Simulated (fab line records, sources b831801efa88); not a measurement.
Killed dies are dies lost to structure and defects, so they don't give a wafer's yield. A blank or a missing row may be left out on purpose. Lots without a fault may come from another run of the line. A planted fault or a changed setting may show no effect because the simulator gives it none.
A struck lot beside a sound one | flow sfq_line | 43 steps out of a route of 325
Sound: wafers L530.2, L530.3, L530.6. Struck: wafers L531.4, L531.6. The cause comes at the end.
At each step with rows: each side's tool, then ch and its chambers, then its first start. Under that, the readings that differ: sound wafers | struck wafers | difference of the means | sigmas: that difference in standard deviations of wafers without a fault.
alike: readings whose means differ by less than 2 such deviations, and words and numbers that are the same on both sides. not compared: withheld readings, readings that some wafer has no value for, bounds like >300 that may hide the same value, and numbers for which the record gives no deviation and whose values overlap.
The two part at a step that has a row with sigmas, a row that says differs or no value, or rows on one side only. Numbers that don't overlap but have no deviation are shown without sigmas and don't part them. A reading that every wafer of one side lacks parts them only if that side has two wafers or more.

first, 5 steps without rows for these wafers: SFQ_TRILAYER_M5_STRIP_SOLV_CLEAN_128 (cleans in NMP, time 600 s); SFQ_TRILAYER_A5B_DEP_PECVD_129 (deposits SiO2 from SiH4/N2O, time 133.33 s, target thk 600 nm); SFQ_TRILAYER_A5B_CMP_CMP_130 (polishes, stops on Nb, target thk 340.7 nm); SFQ_TRILAYER_A5B_METRO_MEASURE_131; SFQ_TRILAYER_R5_DEP_SPUTTER_132 (material Ti, target thk 5 nm, time 5 s).
SFQ_TRILAYER_R5_DEP_SPUTTER_133: material MoNx, target thk 40 nm, time 66.7 s.
  sound on pvd_sputter-04, day 58 11:07; struck on pvd_sputter-06, day 58 14:52
  alike: throttle_valve_pct
SFQ_TRILAYER_R5_DEP_SPUTTER_134: material Ti, target thk 5 nm, time 5 s.
  sound on pvd_sputter-04, day 58 11:10; struck on pvd_sputter-06, day 58 14:56
  alike: throttle_valve_pct
SFQ_R5_RS_MEAS_933: measures by four-point-probe.
  sound on film_metro-02, day 58 11:13; struck on film_metro-02, day 58 15:00
  reading             | sound          | struck    | difference | sigmas
  R5_MONX_RS (ohm/sq) | 6.94 6.97 7.01 | 7.18 7.14 | +0.19      | +3
SFQ_R5_THK_MEAS_934: measures by xrf.
  sound on film_metro-02, day 58 11:19; struck on film_metro-02, day 58 15:05
  reading          | sound          | struck    | difference | sigmas
  R5_MONX_THK (nm) | 40.1 39.9 39.6 | 38.8 39.1 | -0.9       | -2
then, 3 steps without rows for these wafers: SFQ_TRILAYER_R5_LITHO_COAT_141 (resist thk 62 nm); SFQ_TRILAYER_R5_LITHO_COAT_136 (resist thk 600 nm); SFQ_TRILAYER_R5_LITHO_SOFTBAKE_140.
SFQ_TRILAYER_R5_LITHO_EXPOSE_137: exposes mask R5, target cd 500 nm.
  sound on krf_scanner-02 ch 0, day 58 13:04; struck on krf_scanner-02 ch 0, day 58 18:16
  alike: mask
then, 2 steps without rows for these wafers: SFQ_TRILAYER_R5_LITHO_PEB_139 (peb time 60 s); SFQ_TRILAYER_R5_LITHO_DEVELOP_138 (time 60 s).
SFQ_R5_OVL_MEAS_935:
  sound on overlay-01, day 58 14:23; struck on overlay-01, day 58 19:11
  alike: R5_OVL
SFQ_TRILAYER_R5_BARC_OPEN_METAL_ETCH_177: etches BARC in O2, target depth 125 nm, time 41.7 s.
  sound on rie_metal-03 ch 0,1, day 58 14:25; struck on rie_metal-03 ch 1, day 58 19:14
  reading               | sound             | struck      | difference | sigmas
  oes_product_au (a.u.) | 0.687 0.689 0.692 | 0.677 0.679 | -0.011     | -2
  model.R5.cd_nm (nm)   | 500.9 500.7 500.9 | 482.6 482.6 | -18.2      |
  alike: drypump_motor_current_A, rf_fwd_power_W
  not compared: rf_hours_counter_h
SFQ_TRILAYER_R5_ETCH_METAL_ETCH_139: etches the open film in Cl2, stops on SiO2, target depth 60 nm, time 40 s.
  sound on rie_metal-03 ch 0,1, day 58 14:28; struck on rie_metal-03 ch 1, day 58 19:17
  reading             | sound           | struck      | difference | sigmas
  model.R5.cd_nm (nm) | 500.7 501 500.9 | 482.6 482.4 | -18.4      |
  alike: drypump_motor_current_A, oes_product_au, rf_fwd_power_W
  not compared: rf_hours_counter_h
then, 2 steps without rows for these wafers: SFQ_TRILAYER_R5_STRIP_STRIP_140 (strips in O2); SFQ_TRILAYER_R5_STRIP_SOLV_CLEAN_141 (cleans in NMP, time 600 s).
SFQ_TRILAYER_A5C_DEP_PECVD_142: deposits SiO2 from SiH4/N2O, time 15.556 s, target thk 70 nm.
  sound on pecvd-04 ch 0,2, day 58 15:19; struck on pecvd-02 ch 0,2, day 58 20:07
  alike: heater_power_w, rf_fwd_power_W, showerhead_vpp_V, throttle_valve_pct
then, 6 steps without rows for these wafers: SFQ_TRILAYER_I5_LITHO_COAT_149 (resist thk 62 nm); SFQ_TRILAYER_I5_LITHO_COAT_144 (resist thk 650 nm); SFQ_TRILAYER_I5_LITHO_SOFTBAKE_148; SFQ_TRILAYER_I5_LITHO_EXPOSE_145 (exposes mask I5, target cd 700 nm); SFQ_TRILAYER_I5_LITHO_PEB_147 (peb time 60 s); SFQ_TRILAYER_I5_LITHO_DEVELOP_146 (time 60 s).
SFQ_I5_OVL_MEAS_936:
  sound on overlay-01, day 58 20:23; struck on overlay-01, day 58 23:59
  alike: I5_OVL
SFQ_TRILAYER_I5_BARC_OPEN_VIA_ETCH_200: etches BARC in O2, target depth 125 nm, time 41.7 s.
  sound on rie_diel-01 ch 1,2,3, day 58 20:25; struck on rie_diel-01 ch 0,3, day 59 00:01
  alike: drypump_motor_current_A, oes_product_au, rf_fwd_power_W
  not compared: rf_hours_counter_h
then, 9 steps without rows for these wafers: SFQ_TRILAYER_I5_ETCH_VIA_ETCH_147 (etches the open film in CHF3, stops on Nb, target depth 360 nm); SFQ_TRILAYER_I5_STRIP_STRIP_148 (strips in O2); SFQ_TRILAYER_I5_STRIP_SOLV_CLEAN_149 (cleans in NMP, time 600 s); SFQ_TRILAYER_C5_LITHO_COAT_156 (resist thk 62 nm); SFQ_TRILAYER_C5_LITHO_COAT_151 (resist thk 650 nm); SFQ_TRILAYER_C5_LITHO_SOFTBAKE_155; SFQ_TRILAYER_C5_LITHO_EXPOSE_152 (exposes mask C5, target cd 500 nm); SFQ_TRILAYER_C5_LITHO_PEB_154 (peb time 60 s); SFQ_TRILAYER_C5_LITHO_DEVELOP_153 (time 60 s).
SFQ_C5_OVL_MEAS_937:
  sound on overlay-01, day 59 01:11; struck on overlay-01, day 59 03:35
  alike: C5_OVL
SFQ_TRILAYER_C5_BARC_OPEN_VIA_ETCH_210: etches BARC in O2, target depth 125 nm, time 41.7 s.
  sound on rie_diel-04 ch 0,1, day 59 01:13; struck on rie_diel-01 ch 0,3, day 59 03:37
  alike: drypump_motor_current_A, oes_product_au, rf_fwd_power_W
  not compared: rf_hours_counter_h
then, 2 steps without rows for these wafers: SFQ_TRILAYER_C5_ETCH_VIA_ETCH_154 (etches SiO2 in CHF3, stops on Nb, target depth 84 nm); SFQ_TRILAYER_C5_STRIP_STRIP_155 (strips in O2).
-- the record jumps here: 13 days lie between the struck wafers' starts before and after --
SFQ_M8_BOW_MEAS_951:
  sound on film_metro-01, day 72 02:17; struck on film_metro-01, day 72 05:56
  reading               | sound             | struck     | difference | sigmas
  model.etest.r5.ohm_um | 13.88 13.94 14.04 | 14.85 14.8 | +0.87      |
  alike: M8_BOW

WHERE THEY PART
First at SFQ_R5_RS_MEAS_933; last, within this record, at SFQ_TRILAYER_R5_BARC_OPEN_METAL_ETCH_177. Later steps at which nothing parts them and some readings are alike: SFQ_TRILAYER_R5_ETCH_METAL_ETCH_139, SFQ_TRILAYER_A5C_DEP_PECVD_142, SFQ_I5_OVL_MEAS_936, SFQ_TRILAYER_I5_BARC_OPEN_VIA_ETCH_200, SFQ_C5_OVL_MEAS_937, SFQ_TRILAYER_C5_BARC_OPEN_VIA_ETCH_210, SFQ_M8_BOW_MEAS_951.

WHY: what the simulator had put in
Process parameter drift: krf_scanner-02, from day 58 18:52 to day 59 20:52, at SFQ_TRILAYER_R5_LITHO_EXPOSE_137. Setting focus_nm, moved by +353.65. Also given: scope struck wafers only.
